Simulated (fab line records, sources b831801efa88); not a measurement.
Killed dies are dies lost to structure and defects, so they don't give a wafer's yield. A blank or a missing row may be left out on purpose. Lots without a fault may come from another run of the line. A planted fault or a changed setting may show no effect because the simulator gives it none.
Chamber matching | flow gf180mcu | GF_M5_ETCH_09 on rie_diel-03: 4 sister chambers
The step etches Si3N4 in CF4/O2, target depth 52 nm, time 11.6 s. 36 wafers are shown with their chamber, then 12 later ones without.

WAFERS WITH THEIR CHAMBER
wafer  | chamber | drypump_motor_current_A (A) | oes_product_au (a.u.) | throttle_valve_pct (%)
L074.1 | 3       | 6.0                         | 0.992                 | 5.954
L074.3 | 0       | 5.6                         | 0.994                 | 5.952
L074.6 | 1       | 6.1                         | 0.995                 | 5.964
L076.2 | 1       | 6.2                         | 0.995                 | 5.963
L076.4 | 0       | 5.6                         | 0.997                 | 5.973
L076.6 | 2       | 5.3                         | 1.010                 | 5.962
L079.1 | 2       | 5.2                         | 1.020                 | 5.981
L079.2 | 1       | 6.1                         | 1.010                 | 5.964
L079.3 | 0       | 5.6                         | 1.004                 | 5.975
L079.4 | 3       | 6.0                         | 1.004                 | 5.999
L079.5 | 0       | 5.6                         | 0.998                 | 5.991
L079.6 | 1       | 6.1                         | 1.005                 | 5.986
L081.1 | 0       | 5.6                         | 0.989                 | 5.963
L081.4 | 3       | 6.0                         | 1.002                 | 5.957
L081.6 | 3       | 6.0                         | 0.988                 | 5.977
L083.1 | 0       | 5.6                         | 1.005                 | 5.958
L083.2 | 2       | 5.3                         | 1.007                 | 5.984
L083.3 | 1       | 6.1                         | 0.998                 | 5.982
L083.4 | 3       | 6.0                         | 1.002                 | 5.975
L083.5 | 3       | 6.0                         | 0.993                 | 5.974
L083.6 | 0       | 5.6                         | 0.987                 | 5.979
L084.3 | 1       | 6.1                         | 1.000                 | 5.984
L084.5 | 1       | 6.1                         | 0.995                 | 5.976
L084.6 | 2       | 5.3                         | 1.007                 | 5.973
L085.1 | 0       | 5.6                         | 0.992                 | 5.981
L085.3 | 1       | 6.1                         | 1.002                 | 5.971
L085.6 | 2       | 5.3                         | 1.012                 | 5.975
L086.1 | 3       | 6.0                         | 0.990                 | 5.967
L086.4 | 1       | 6.1                         | 1.005                 | 5.980
L086.5 | 0       | 5.6                         | 1.003                 | 5.973
L087.4 | 0       | 5.6                         | 0.993                 | 5.969
L087.5 | 2       | 5.2                         | 1.004                 | 5.984
L087.6 | 3       | 6.0                         | 0.984                 | 5.965
L088.1 | 3       | 6.0                         | 0.999                 | 5.976
L088.2 | 0       | 5.6                         | 1.001                 | 5.965
L088.3 | 1       | 6.1                         | 1.000                 | 5.951

SIGNATURES (means of the wafers above)
reading                 | chamber 0 | chamber 1 | chamber 2 | chamber 3 | scatter within a chamber
drypump_motor_current_A | 5.600     | 6.110     | 5.267     | 6.000     | 0.0264
oes_product_au          | 0.99664   | 1.00050   | 1.01000   | 0.99489   | 0.00605
throttle_valve_pct      | 5.97082   | 5.97210   | 5.97650   | 5.97156   | 0.0114
Rule: a wafer's distance from a chamber is the root of the sum, over the readings, of the square of ((its reading less the chamber's mean) divided by the reading's scatter). The wafer belongs to the nearest chamber; if the next one is less than 2 further off, it can't be placed. The scatter: the root of (the sum of the squares of (reading less its chamber's mean) over the shown wafers, divided by (wafers less chambers)).

WAFERS WITHOUT THEIR CHAMBER
wafer  | drypump_motor_current_A (A) | oes_product_au (a.u.) | throttle_valve_pct (%)
L088.4 | 5.3                         | 1.005                 | 5.976
L088.5 | 5.3                         | 1.008                 | 5.971
L088.6 | 6.1                         | 1.004                 | 5.971
L094.1 | 6.1                         | 1.016                 | 5.967
L094.2 | 5.3                         | 1.006                 | 5.985
L094.4 | 6.0                         | 1.015                 | 5.965
L095.4 | 6.1                         | 0.997                 | 5.984
L095.5 | 5.2                         | 1.000                 | 5.969
L095.6 | 6.1                         | 1.001                 | 5.985
L096.3 | 5.6                         | 0.983                 | 5.961
L096.4 | 6.1                         | 0.995                 | 5.978
L096.5 | 5.6                         | 0.983                 | 5.970

WHICH CHAMBER EACH WENT THROUGH
wafer  | from the rows above     | in truth
L088.4 | 2                       | 2
L088.5 | 2                       | 2
L088.6 | 1                       | 1
L094.1 | 1                       | 1
L094.2 | 2                       | 2
L094.4 | can't be placed: 3 or 1 | 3
L095.4 | 1                       | 1
L095.5 | 2                       | 2
L095.6 | 1                       | 1
L096.3 | 0                       | 0
L096.4 | 1                       | 1
L096.5 | 0                       | 0
Placed correctly: 11 of 12. Can't be placed from these rows: 1 (the true chamber is among the candidates in 1). Placed wrongly: 0.
